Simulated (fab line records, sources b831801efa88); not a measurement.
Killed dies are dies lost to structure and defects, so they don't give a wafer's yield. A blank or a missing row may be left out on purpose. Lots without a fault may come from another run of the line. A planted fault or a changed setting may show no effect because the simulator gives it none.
A struck lot beside a sound one | flow sky130 | 15 steps out of a route of 708
Sound: wafers L152.1, L152.5, L152.6. Struck: wafers L171.1, L171.3, L171.4. The cause comes at the end.
At each step with rows: each side's tool, then ch and its chambers, then its first start. Under that, the readings that differ: sound wafers | struck wafers | difference of the means | sigmas: that difference in standard deviations of wafers without a fault.
alike: readings whose means differ by less than 2 such deviations, and words and numbers that are the same on both sides. not compared: withheld readings, readings that some wafer has no value for, bounds like >300 that may hide the same value, and numbers for which the record gives no deviation and whose values overlap.
The two part at a step that has a row with sigmas, a row that says differs or no value, or rows on one side only. Numbers that don't overlap but have no deviation are shown without sigmas and don't part them. A reading that every wafer of one side lacks parts them only if that side has two wafers or more.

first, 3 steps without rows for these wafers: SKY_METAL1_EXPOSE_12 (exposes mask MM1, target cd 140 nm); SKY_METAL1_PEB_13; SKY_METAL1_DEVELOP_14 (develop time 60 s).
SKY_METAL1_CD_MEAS_15: target cd 140 nm.
  sound on cd_sem-01, day 34 11:17; struck on cd_sem-02, day 40 04:25
  alike: cd_nm
SKY_METAL1_OVL_MEAS_16:
  sound on overlay-02, day 34 11:25; struck on overlay-01, day 40 04:32
  alike: METAL1_OVL
SKY_METAL1_DESCUM_17: chemistry O2, time 8 s.
  sound on rie_metal-01 ch 0,1, day 34 11:27; struck on rie_metal-02 ch 0,1, day 40 04:34
  alike: chamber_pressure_mTorr, drypump_motor_current_A, oes_product_au
  not compared: rf_hours_counter_h
SKY_METAL1_ETCH_18: etches BARC in N2/H2, stops on SiO2, time 45.9 s, target depth 60 nm.
  sound on rie_metal-01 ch 0,1, day 34 11:29; struck on rie_metal-02 ch 0,1, day 40 04:36
  alike: chamber_pressure_mTorr, drypump_motor_current_A, oes_product_au, throttle_valve_pct
  not compared: rf_hours_counter_h
SKY_METAL1_METAL_ETCH_19: etches the open film in Cl2/BCl3, stops on SiO2, target depth 360 nm, time 78 s.
  sound on rie_metal-01 ch 0,1, day 34 11:32; struck on rie_metal-02 ch 0,1, day 40 04:40
  alike: chamber_pressure_mTorr, drypump_motor_current_A, oes_product_au, throttle_valve_pct
  not compared: rf_hours_counter_h
SKY_METAL1_STRIP_20: strips in O2/N2.
  sound on plasma_asher-03 ch 0,1, day 34 11:38; struck on plasma_asher-02 ch 0,1, day 40 04:46
  alike: chamber_pressure_mTorr, drypump_motor_current_A, oes_product_au, strip_time_to_endpoint_s
  not compared: rf_hours_counter_h
then, 3 steps without rows for these wafers: SKY_METAL1_STRIP_21 (strips in post etch residue remover, time 1200 s); SKY_METAL1_CLEAN_22 (cleans in IPA, time 180 s); SKY_METAL1_CLEAN_23 (cleans in O3/DIW).
SKY_VIA1_HDPCVD_00: deposits SiO2, target thk 1030 nm, time 171.7 s.
  sound on hdpcvd-01 ch 0,1, day 34 12:16; struck on hdpcvd-01 ch 0,1, day 40 05:21
  reading                                  | sound          | struck         | difference | sigmas
  model.SiO2_of_VIA1_HDPCVD_00.thk_nm (nm) | 1029 1033 1034 | 1485 1484 1490 | +454       |
SKY_VIA1_THK_MEAS_01:
  sound on film_metro-01, day 34 12:26; struck on film_metro-01, day 40 05:28
  reading              | sound          | struck         | difference | sigmas
  VIA1_HDPCVD_THK (nm) | 1029 1033 1035 | 1485 1486 1490 | +455       | +35
SKY_VIA1_CMP_02: polishes SiO2.
  sound on cmp-02 ch 0,2,3, day 34 12:36; struck on cmp-02 ch 0,2,3, day 40 05:31
  alike: motor_current_A

WHERE THEY PART
Only at SKY_VIA1_THK_MEAS_01, within this record. Later steps at which nothing parts them and some readings are alike: SKY_VIA1_CMP_02.

WHY: what the simulator had put in
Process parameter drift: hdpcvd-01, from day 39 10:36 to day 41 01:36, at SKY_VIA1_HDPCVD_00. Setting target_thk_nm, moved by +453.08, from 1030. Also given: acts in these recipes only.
